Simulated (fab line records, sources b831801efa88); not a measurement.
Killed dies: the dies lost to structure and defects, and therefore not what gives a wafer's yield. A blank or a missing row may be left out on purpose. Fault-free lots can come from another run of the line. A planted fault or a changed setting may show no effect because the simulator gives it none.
Which of the tools did it? -- flow gf180mcu -- 39 wafers from 13 lots sampled at 5 of the route's 602 steps

== WHAT EACH GAUGE READ, for each wafer ==
GF_V3_THK_MEAS_03.
lot,measured,on,V3_CVD_02_THK (nm)
L196,day 21 16:33,filmMetro-02,850 859 866
L197,day 22 07:48,filmMetro-03,844 843 848
L198,day 22 12:32,filmMetro-03,848 858 862
L199,day 22 22:31,filmMetro-03,839 841 852
L201,day 23 10:26,filmMetro-01,849 848 866
L203,day 24 06:12,filmMetro-03,845 852 871
L204,day 24 12:54,filmMetro-03,839 850 857
L205,day 25 03:50,filmMetro-02,870 861 871
L206,day 25 11:11,filmMetro-02,858 849 844
L209,day 26 07:24,filmMetro-02,859 842 851
L210,day 26 13:43,filmMetro-03,834 835 857
L211,day 26 23:35,filmMetro-01,854 854 842
L216,day 28 07:20,filmMetro-02,845 851 851

GF_V4_THK_MEAS_01.
lot,measured,on,V4_CVD_00_THK (nm)
L196,day 23 18:57,filmMetro-01,604 596 585
L197,day 24 08:14,filmMetro-03,590 594 589
L198,day 24 11:55,filmMetro-01,592 594 597
L199,day 24 21:38,filmMetro-04,609 604 598
L201,day 25 08:43,filmMetro-04,595 599 600
L203,day 26 03:34,filmMetro-01,605 603 604
L204,day 26 11:14,filmMetro-04,594 602 608
L205,day 27 01:04,filmMetro-04,598 597 608
L206,day 27 07:20,filmMetro-04,598 607 608
L209,day 28 02:41,filmMetro-04,598 600 599
L210,day 28 08:15,filmMetro-04,585 586 582
L211,day 28 17:56,filmMetro-04,616 602 613
L216,day 30 00:11,filmMetro-04,605 597 593

GF_M5_OVL_MEAS_08.
lot,measured,on,M5_OVL (nm)
L196,day 26 15:01,overlay-01,0 -3 -4
L197,day 27 02:08,overlay-01,3 2 1
L198,day 27 06:12,overlay-01,-1 -3 -3
L199,day 27 15:19,overlay-01,5 2 8
L201,day 28 00:50,overlay-02,11 7 13
L203,day 28 19:11,overlay-01,3 3 -1
L204,day 29 02:09,overlay-02,3 -1 -2
L205,day 29 14:56,overlay-02,3 6 2
L206,day 29 21:13,overlay-02,0 5 -1
L209,day 30 15:01,overlay-02,7 4 7
L210,day 30 19:59,overlay-01,3 3 3
L211,day 31 03:55,overlay-02,-1 -3 0
L216,day 32 08:16,overlay-01,4 2 5

GF_V5_THK_MEAS_03.
lot,measured,on,V5_CVD_02_THK (nm)
L196,day 26 15:57,filmMetro-03,1456 1456 1492
L197,day 27 03:05,filmMetro-01,1462 1431 1448
L198,day 27 07:08,filmMetro-02,1433 1427 1439
L199,day 27 16:15,filmMetro-01,1417 1428 1445
L201,day 28 01:55,filmMetro-02,1425 1452 1491
L203,day 28 20:17,filmMetro-01,1464 1467 1469
L204,day 29 03:13,filmMetro-02,1457 1456 1469
L205,day 29 15:53,filmMetro-01,1435 1439 1441
L206,day 29 22:09,filmMetro-03,1440 1433 1442
L209,day 30 15:59,filmMetro-01,1442 1469 1459
L210,day 30 20:55,filmMetro-03,1466 1472 1482
L211,day 31 04:57,filmMetro-03,1447 1457 1461
L216,day 32 09:12,filmMetro-02,1055 1455 1061

== EACH LOT AND THE TOOL THAT RAN IT (in order: tool; ch and the chambers of the sampled wafers; start) ==
lot,GF_V5_CVD_02
L196,"pecvd-02 ch 1,2, day 26 15:50"
L197,"pecvd-02 ch 0,1,2, day 27 03:00"
L198,"pecvd-02 ch 0,1,2, day 27 07:02"
L199,"pecvd-04 ch 0,1, day 27 16:08"
L201,"pecvd-02 ch 0,1,2, day 28 01:48"
L203,"pecvd-01 ch 0,1,2, day 28 20:11"
L204,"pecvd-04 ch 0,1,2, day 29 03:06"
L205,"pecvd-02 ch 0,2, day 29 15:45"
L206,"pecvd-01 ch 0,1,2, day 29 22:02"
L209,"pecvd-04 ch 0,1,2, day 30 15:54"
L210,"pecvd-01 ch 1,2, day 30 20:49"
L211,"pecvd-02 ch 0,2, day 31 04:47"
L216,"pecvd-02 ch 0,1, day 32 09:05"
- GF_V5_CVD_02: deposits SiO2 from TEOS, target thk 1450 nm, time 163.28 s.

== WHAT THE TOOLS THEMSELVES READ (means of the sampled wafers that have a number; where no wafer has one, the mark that the record gives instead) ==
GF_V5_CVD_02.
lot,tool,heaterPowerW (W),rfFwdPowerW (W)
L196,pecvd-02,557,598.9
L197,pecvd-02,591,597.5
L198,pecvd-02,605,599.1
L199,pecvd-04,561,597.9
L201,pecvd-02,647,597.3
L203,pecvd-01,648,598.3
L204,pecvd-04,551,597.4
L205,pecvd-02,500,595.2
L206,pecvd-01,657,597.7
L209,pecvd-04,506,599.0
L210,pecvd-01,666,597.8
L211,pecvd-02,532,596.4
L216,pecvd-02,734,597.6

== THE ANSWER, worked out from the rows above alone ==
Rule: the lots themselves supply what counts as usual. The widest of any qualifying gaps counts: lots, ordered by their means at a reading, are off when they make up no more than a third of the lots, leave a main group of 4 or more, and stand apart from it by 3 or more times the standard deviation of that group's means. If all means in a main group match to the digits the tables above print for the reading, that group is not used. Also off: a lot with no number at a reading for which 4 or more lots have one. The other lots that the step has rows for count as sound. After the gauges, taken in route order, come the tools' own readings; for these a lot's mean is taken, as printed above. The first step at which some lot is off is used, and at that step the reading that is off furthest; a lot without a number counts as furthest.
Off: L216, at GF_V5_THK_MEAS_03 (V5_CVD_02_THK). Main group: mean 1452 nm, sd 14.
A tool fits if, at a process step before that reading, it ran every lot that is off, and no sound lot after the first of them. The gauges at GF_V5_THK_MEAS_03 are tried like those tools. Undecided on this evidence; 2 tools fit (pecvd-02 at GF_V5_CVD_02, filmMetro-02 at GF_V5_THK_MEAS_03).

== WHAT THE SIMULATOR HAD INSERTED ==
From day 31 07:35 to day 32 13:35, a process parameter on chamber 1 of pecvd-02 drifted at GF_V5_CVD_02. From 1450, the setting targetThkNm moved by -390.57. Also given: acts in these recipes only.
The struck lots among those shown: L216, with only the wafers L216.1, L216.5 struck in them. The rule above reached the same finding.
